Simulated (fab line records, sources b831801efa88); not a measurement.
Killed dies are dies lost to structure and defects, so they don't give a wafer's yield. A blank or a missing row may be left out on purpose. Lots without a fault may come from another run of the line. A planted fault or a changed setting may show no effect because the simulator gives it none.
Chamber matching | flow gf180mcu | GF_V3_ETCH_16 on rie_diel-03: 4 sister chambers
The step etches BARC in N2/H2. 4 wafers are shown with their chamber, then 11 later ones without.

WAFERS WITH THEIR CHAMBER
wafer  | chamber | drypump_motor_current_A (A)
L084.6 | 2       | 6.3
L093.2 | 3       | 5.1
L093.4 | 0       | 5.1
L094.2 | 1       | 6.1

WAFERS WITHOUT THEIR CHAMBER
wafer  | drypump_motor_current_A (A)
L094.5 | 6.4
L094.6 | 5.1
L096.1 | 6.1
L096.3 | 5.1
L096.5 | 6.3
L097.1 | 5.1
L097.2 | 6.3
L097.3 | 5.1
L097.4 | 6.1
L097.5 | 6.3
L097.6 | 5.1

WHICH CHAMBER EACH WENT THROUGH
wafer  | from the rows above     | in truth
L094.5 | 2                       | 2
L094.6 | can't be placed: 0 or 3 | 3
L096.1 | 1                       | 1
L096.3 | can't be placed: 0 or 3 | 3
L096.5 | 2                       | 2
L097.1 | can't be placed: 0 or 3 | 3
L097.2 | 2                       | 2
L097.3 | can't be placed: 0 or 3 | 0
L097.4 | 1                       | 1
L097.5 | 2                       | 2
L097.6 | can't be placed: 0 or 3 | 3
Placed correctly: 6 of 11. Can't be placed from these rows: 5 (the true chamber is among the candidates in 5). Placed wrongly: 0.
How it was worked out, from the rows above alone: a wafer's distance from a chamber is the root of the sum, over the readings, of the square of ((its reading less the chamber's mean) divided by the reading's scatter). The wafer belongs to the nearest chamber; if the next one is less than 2 further off, it can't be placed. A chamber's mean is the mean of its shown wafers. The scatter: with one shown wafer a chamber, the root of the mean of the squares of how far each hidden wafer lies from its nearest shown one.
